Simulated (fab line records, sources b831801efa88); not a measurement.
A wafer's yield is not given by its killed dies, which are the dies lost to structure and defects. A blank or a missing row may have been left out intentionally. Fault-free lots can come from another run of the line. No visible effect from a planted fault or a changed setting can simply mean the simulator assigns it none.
Chamber matching    flow sky130    cmp-02 running SKY_CONTACT_CMP_04: 4 sister chambers
The step polishes SiO2. 8 wafers are shown with their chamber, then 8 later ones without.

== WAFERS WITH THEIR CHAMBER ==
wafer   chamber  motor-current-A (A)  retaining-ring-pressure-frac
L796.1  0        13.3                 0.996
L800.4  0        13.4                 0.995
L802.1  3        10.6                 1.005
L802.3  2        12.4                 0.996
L802.6  1        13.2                 0.991
L807.1  1        12.7                 0.995
L807.4  2        12.5                 0.999
L807.6  3        10.0                 1.011

== WAFERS WITH NO CHAMBER GIVEN ==
wafer   motor-current-A (A)  retaining-ring-pressure-frac
L809.3  13.4                 1.007
L809.6  9.5                  1.004
L810.2  13.0                 1.001
L811.2  12.5                 1.003
L811.5  12.2                 1.000
L819.2  12.4                 1.000
L819.4  9.7                  1.001
L819.5  13.2                 1.004

== WHICH CHAMBER EACH WENT THROUGH ==
wafer   from the rows above           in truth
L809.3  can't be placed: 0 or 2 or 1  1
L809.6  3                             3
L810.2  can't be placed: 2 or 0 or 1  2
L811.2  can't be placed: 2 or 1       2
L811.5  2                             2
L819.2  2                             2
L819.4  3                             3
L819.5  can't be placed: 0 or 2 or 1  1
Correct placement for 4 of the 8. Unplaceable from these rows: 4, with the true chamber sitting among the candidates in 4. Wrongly placed: 0.
How it was worked out, from the rows above alone: a wafer's distance from a chamber is the root of the sum, over the readings, of the square of ((its reading less the chamber's mean) divided by the reading's scatter). If the next closest chamber is less than 2 further off than the closest, the wafer can't be placed; otherwise it belongs to the closest. Each chamber's mean is taken over the wafers shown for it. The scatter is the square root of a quotient: the sum, over the shown wafers, of each reading's squared deviation from its chamber's mean, divided by wafers minus chambers.
